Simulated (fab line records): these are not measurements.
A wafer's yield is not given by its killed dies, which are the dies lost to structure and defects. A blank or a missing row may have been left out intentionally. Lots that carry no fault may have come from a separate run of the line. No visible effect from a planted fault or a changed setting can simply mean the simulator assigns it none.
Code-filled problem report in 8D (eight disciplines) form || flow sky130 || the parts of the form that need people (team, actions taken, sign-off) are left out

== 1. THE ISSUE ==
chamber_pressure_pa at SKY_LI_CONTACT_SPUTTER_19 reads a mean of 4.731 Pa on 3 wafers of 2 lots; wafers without a fault read 5.002 Pa with a standard deviation of 0.0095. That puts it -29 standard deviations away from the usual mean.
The step: material Ti, target thk 20 nm, time 106.37 s.
First seen on wafer L673.4, day 33 08:31, on pvd_sputter-03. At this step, 39 wafers from 13 lots have a number in the record. By rule, "out" or "out of limits" means more than 4 standard deviations away from the usual mean. The other wafers with a number count as sound.

== 2. WHAT IT IS, AND WHAT IT ISN'T ==
{"question": "which readings at this step", "is": "chamber_pressure_pa", "is not": "throttle_valve_pct"}
{"question": "which lots", "is": "L673, L675", "is not": "L661, L662, L668, L669, L672, L679, L680, L681, L682, L683, L684"}
{"question": "which wafers of those lots", "is": "L673.4, L675.1, L675.5", "is not": "L673.2, L673.5, L675.3"}
{"question": "read on which tools", "is": "pvd_sputter-03", "is not": "pvd_sputter-01, pvd_sputter-02"}
{"question": "when", "is": "from day 33 08:31", "is not": "up to then (17 sound wafers); but 19 sound wafers of L675, L679, L680, L681, L682, L683, L684 came after"}

== 3. THE SUSPECTS, EACH WITH WHAT RULES IT OUT ==
Counting: if a tool at a process step up to the reading ran every lot that is out, it stays a suspect. Sound lots after the first of them don't rule it out here, since some wafers of a struck lot are sound.
- pvd_sputter-03 at SKY_LI_CONTACT_SPUTTER_19 (material Ti, target thk 20 nm, time 106.37 s): kept. Ran every lot that is out, first one L673 (day 33 08:31); last sound lot up to then L672 (day 32 18:55). Its own readings are out on those wafers: chamber_pressure_pa.
After counting, what remains is pvd_sputter-03 at SKY_LI_CONTACT_SPUTTER_19.

== 4. THE CAUSE (what the simulator had put in) ==
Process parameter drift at SKY_LI_CONTACT_SPUTTER_19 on pvd_sputter-03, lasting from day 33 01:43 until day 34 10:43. The setting chamber_pressure_pa was moved by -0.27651, starting from 5. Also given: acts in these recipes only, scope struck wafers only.
Only this tool survived the counting.

== 5. THE CHAIN OF EFFECTS, in route order ==
One row per reading whose mean, taken over the struck wafers that have a number, lies over 3 standard deviations from the usual. Only readings whose record carries a usual standard deviation are examined. hours: median over the lots of the time between each lot's start at the first step of this table that gives one and its start at this step. sigmas: the change, counted in usual standard deviations.
{"hours": 0, "step": "SKY_LI_CONTACT_SPUTTER_19", "reading": "chamber_pressure_pa", "usual": "5.002 Pa", "on struck wafers": 4.731, "change": -0.271, "sigmas": -29}
The process steps in it:
- SKY_LI_CONTACT_SPUTTER_19: material Ti, target thk 20 nm, time 106.37 s.
At these later measuring or inspecting steps, every struck wafer for which the step has a row has a number for every such reading, and none has moved that far: SKY_LOCAL_INTERCONNECT_RS_MEAS_01.

== 6. HOW IT WOULD HAVE BEEN CAUGHT EARLIER ==
In this record the first reading out of limits was taken at day 33 08:31, 7 hours after the fault began at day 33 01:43.
